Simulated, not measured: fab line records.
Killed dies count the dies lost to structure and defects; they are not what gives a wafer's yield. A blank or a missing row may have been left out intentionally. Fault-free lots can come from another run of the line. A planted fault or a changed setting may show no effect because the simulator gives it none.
Problem report in the 8D (eight disciplines) form, filled by code	flow sky130	the parts of the form that need people (team, actions taken, sign-off) are left out

1. THE PROBLEM
SD_N_RS at SKY_SD_N_RS_MEAS_16 reads a mean of 65.77 ohm/sq on 6 wafers of 2 lots; wafers without a fault read 68.47 ohm/sq with a standard deviation of 0.11. Measured from the usual mean, that is -25 standard deviations.
The step: measures by four-point-probe.
First observed at day 34 05:26: wafer L118.2, on film-metro-03. Wafers with a number at this step in the record: 33, from 11 lots. Rule for "out", or "out of limits": more than 4 standard deviations from the usual mean. Any other wafer with a number is counted as sound.

2. WHAT THIS IS AND IS NOT
question	is	is not
which readings at this step	SD_N_RS	-
which lots	L118, L119	L106, L110, L111, L112, L113, L115, L120, L122, L123
which wafers of those lots	all that have a number	-
read on which gauges	film-metro-03, film-metro-04	film-metro-02
when	from day 34 05:26	up to then (18 sound wafers); but 9 sound wafers of L120, L122, L123 came after

3. THE SUSPECTS, EACH WITH WHAT RULES IT OUT
Counting: a tool at a process step up to the reading stays a suspect if it ran every lot that is out and no sound lot after the first of them.
- the gauge at SKY_SD_N_RS_MEAS_16 has been ruled out. Those wafers that are out were read across 2 gauges (film-metro-03, film-metro-04).
- implanter-02 at SKY_SD_N_IMPLANT_09: kept. Every lot that is out went through it, starting with L118 (day 34 04:46), and after that it ran no sound lot; the last sound lot it ran before then is L115 (day 33 10:17). On those wafers its own readings are out: beam-energy-keV.
Remaining after the count: implanter-02 at SKY_SD_N_IMPLANT_09.

4. THE CAUSE (what the simulator had put in)
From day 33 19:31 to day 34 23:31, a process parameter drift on implanter-02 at SKY_SD_N_IMPLANT_09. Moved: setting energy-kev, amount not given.
This tool alone remained once counting was done.

5. SEQUENCE OF EFFECTS, ordered by route
One row per reading whose mean, taken over the struck wafers that have a number, lies over 3 standard deviations from the usual. Readings are gone through only where the record gives a usual standard deviation; hours: the median, over the lots, of the time from a lot's start at the first step in this table giving one to that lot's start at this step; sigmas: the change measured in usual standard deviations.
hours	step	reading	usual	on struck wafers	change	sigmas
0	SKY_SD_N_IMPLANT_09	beam-energy-keV	49.999	54.112	+4.113	+99 or more
0	SKY_SD_N_STRIP_11	strip-time-to-endpoint-s	22.55 s	23.17	+0.62	+18
1	SKY_SD_N_RS_MEAS_16	SD_N_RS	68.47 ohm/sq	65.77	-2.70	-25
Process steps it contains:
- SKY_SD_N_IMPLANT_09
- SKY_SD_N_STRIP_11: strips in O2/N2.
At these later measuring or inspecting steps, every struck wafer for which the step has a row has a number for every such reading, and none has moved that far: SKY_LOCAL_INTERCONNECT_RS_MEAS_01.

6. HOW IT WOULD HAVE BEEN CAUGHT EARLIER
The first out-of-limits reading at a measuring or inspecting step in this record came at day 34 05:26, 10 hours after the fault's start at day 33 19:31.
The tool's own readings at SKY_SD_N_IMPLANT_09 were out on every struck wafer that the step has a row for (beam-energy-keV): an alarm limit on them would have fired on the first of those.
Of the lots that are out (2), L119 began SKY_SD_N_IMPLANT_09 on implanter-02 after day 34 05:26. A hold on the tool at that time would have spared it.
